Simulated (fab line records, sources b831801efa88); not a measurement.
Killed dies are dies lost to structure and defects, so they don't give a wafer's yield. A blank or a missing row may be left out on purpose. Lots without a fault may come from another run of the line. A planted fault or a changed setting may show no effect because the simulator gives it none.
A struck lot beside a sound one | flow sky130 | 23 steps out of a route of 708
Sound: wafers L994.2, L994.4, L994.5. Struck: wafers L998.4, L998.5, L998.6. The cause comes at the end.
At each step with rows: each side's tool, then ch and its chambers, then its first start. Under that, the readings that differ: sound wafers | struck wafers | difference of the means | sigmas: that difference in standard deviations of wafers without a fault.
alike: readings whose means differ by less than 2 such deviations, and words and numbers that are the same on both sides. not compared: withheld readings, readings that some wafer has no value for, bounds like >300 that may hide the same value, and numbers for which the record gives no deviation and whose values overlap.
The two part at a step that has a row with sigmas, a row that says differs or no value, or rows on one side only. Numbers that don't overlap but have no deviation are shown without sigmas and don't part them. A reading that every wafer of one side lacks parts them only if that side has two wafers or more.

first, 1 step without rows for these wafers: SKY_POLY_GATE_OXIDATION_20 (stabilise 600 s, purge 300 s, target thk 4 nm).
SKY_POLY_GATE_THK_MEAS_21:
  sound on film_metro-03, day 17 01:03; struck on film_metro-03, day 18 11:15
  alike: POLY_GATE_OXIDATION_THK
SKY_POLY_GATE_CD_MEAS_22:
  sound on cd_sem-02, day 17 01:08; struck on cd_sem-01, day 18 11:22
  alike: cd_nm
then, 7 steps without rows for these wafers: SKY_LDD_N_DEHYDRATE_00 (time 60 s); SKY_LDD_N_HMDS_01 (prime time 60 s); SKY_LDD_N_COAT_02 (resist thk 300 nm); SKY_LDD_N_SOFTBAKE_03 (time 60 s); SKY_LDD_N_EXPOSE_04 (exposes mask NTM, target cd 840 nm); SKY_LDD_N_PEB_05; SKY_LDD_N_DEVELOP_06 (develop time 60 s).
SKY_LDD_N_OVL_MEAS_07:
  sound on overlay-01, day 18 04:22; struck on overlay-01, day 19 17:04
  alike: LDD_N_OVL
then, 1 step without rows for these wafers: SKY_LDD_N_IMPLANT_08.
SKY_LDD_N_IMPLANT_09:
  sound on implanter-01 ch 0, day 18 04:34; struck on implanter-04 ch 0, day 19 17:38
then, 6 steps without rows for these wafers: SKY_LDD_N_IMPLANT_10; SKY_LDD_N_IMPLANT_11; SKY_LDD_N_IMPLANT_12; SKY_LDD_N_IMPLANT_13; SKY_LDD_N_IMPLANT_14; SKY_LDD_N_IMPLANT_15.
SKY_LDD_N_STRIP_16: strips in O2/N2.
  sound on plasma_asher-01 ch 0,1, day 18 05:35; struck on plasma_asher-02 ch 0,1, day 19 18:38
  reading                      | sound             | struck            | difference | sigmas
  strip_time_to_endpoint_s (s) | 4.305 4.303 4.324 | 4.508 4.508 4.515 | +0.200     | +14
  alike: drypump_motor_current_A, oes_product_au
  not compared: rf_hours_counter_h
SKY_LDD_N_TW_MEAS_17:
  sound on film_metro-01, day 18 05:42; struck on film_metro-04, day 19 18:44
  reading  | sound          | struck         | difference | sigmas
  LDD_N_TW | 2614 2604 2608 | 2730 2720 2717 | +114       | +8
then, 1 step without rows for these wafers: SKY_LDD_P_DEHYDRATE_00 (time 60 s).
-- the record jumps here: 27 days lie between the struck wafers' starts before and after (it left off in module LDD_P and takes up again in module PAD_OPEN, whose first step shown is number 708 of the route) --
SKY_PAD_OPEN_PROBE_99:
  sound on prober-02, day 45 20:58; struck on prober-02, day 46 20:49
  reading                                    | sound                | struck               | difference | sigmas
  model.etest.tip_n.rs_ohm_sq                | 442 441.2 444.3      | 388.6 389 384.6      | -55.1      |
  model.etest.nfet_01v8.r_on_ohm_um          | 851.7 883.4 852.7    | 809.4 849.4 807.7    | -40.4      |
  model.etest.nfet_01v8_swapped.vt_sat_v (V) | 0.6616 0.6705 0.6571 | 0.6342 0.6498 0.6366 | -0.0229    |
  alike: killed_at_M0_to_M3, killed_at_M4_up, killed_at_contacts, killed_at_front_end, killed_at_other, killed_dies, killed_open, killed_short

WHERE THEY PART
First at SKY_LDD_N_STRIP_16; last, within this record, at SKY_LDD_N_TW_MEAS_17. Later steps at which nothing parts them and some readings are alike: SKY_PAD_OPEN_PROBE_99.

WHY: what the simulator had put in
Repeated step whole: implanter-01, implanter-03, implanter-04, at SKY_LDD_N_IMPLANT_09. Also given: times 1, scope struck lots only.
